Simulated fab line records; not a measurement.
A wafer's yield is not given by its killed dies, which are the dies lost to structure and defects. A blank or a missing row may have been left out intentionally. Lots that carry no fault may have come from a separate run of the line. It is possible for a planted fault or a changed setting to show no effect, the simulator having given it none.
The same fault as seen by 2 desks    flow gf180mcu    each desk has only its own numbers; what lay behind them comes last

## FOR THE TOOL OWNER'S DESK: pecvd-04
The tool's own readings at GF_SAB_CVD_00 (deposits SiO2 from TEOS, target thk 50 nm, time 4.9302 s): means of the sampled wafers that have a number, for each lot that ran on this tool. If a lot's mean is further than 4 standard deviations from the usual mean, the lot is out of limits and carries the mark OUT (the distance appears in the brackets).
Columns: A = heater power w at GF_SAB_CVD_00, usual 574 W
lot   first seen here  A
L661  day 14 14:11     592
L666  day 16 16:08     540
L670  day 18 00:50     598
L672  day 18 12:09     620
L674  day 19 11:29     618
L680  day 21 12:44     538
Finding of this desk: none of the 6 lots has anything out of limits.

## THE METROLOGY DESK
What the gauges read for every lot (on any tool): the sampled wafers with a number, averaged. If a lot's mean is further than 4 standard deviations from the usual mean, the lot is out of limits and carries the mark OUT (the distance appears in the brackets).
Columns: A = HV_LDD_CVD_54_THK at GF_HV_LDD_THK_MEAS_55, usual 10.03 nm; B = SAB_CVD_00_THK at GF_SAB_THK_MEAS_01, usual 49.9 nm
lot   first seen here  A      B
L660  day 12 11:41     10.15  49.5
L661  day 12 17:55     9.86   49.5
L663  day 13 10:16     9.98   50.3
L664  day 13 20:00     9.94   49.4
L666  day 14 18:14     9.95   49.1
L667  day 14 19:35     9.97   50.3
L669  day 15 23:28     10.06  49.9
L670  day 16 00:35     10.08  49.0
L672  day 16 10:58     10.08  49.2
L674  day 17 08:52     9.89   49.4
L680  day 19 08:54     10.14  42.1 (-11) OUT
L682  day 20 02:02     10.24  50.7
L683  day 20 11:53     9.86   50.4
This desk's result: L680 out of limits, first on L680 (SAB_CVD_00_THK at GF_SAB_THK_MEAS_01), day 21 12:46. L660, L661, L663, L664, L666, L667, L669, L670, L672, L674, L682, L683 stayed within limits.

## ALL TOGETHER
L680 would have let the metrology desk raise an alarm at day 21 12:46.
Nothing out of limits was seen by the tool owner's desk.
The tool owner's desk has L680 on record, within its limits.
Of the lots named, all ran GF_SAB_CVD_00 on pecvd-04.

## WHAT THE SIMULATOR PUT IN
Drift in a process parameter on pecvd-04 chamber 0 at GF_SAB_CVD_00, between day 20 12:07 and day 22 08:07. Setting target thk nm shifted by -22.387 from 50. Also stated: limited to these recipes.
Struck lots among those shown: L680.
Time in hours between the start of the fault and the first out-of-limits reading at each desk: metrology desk, 25.
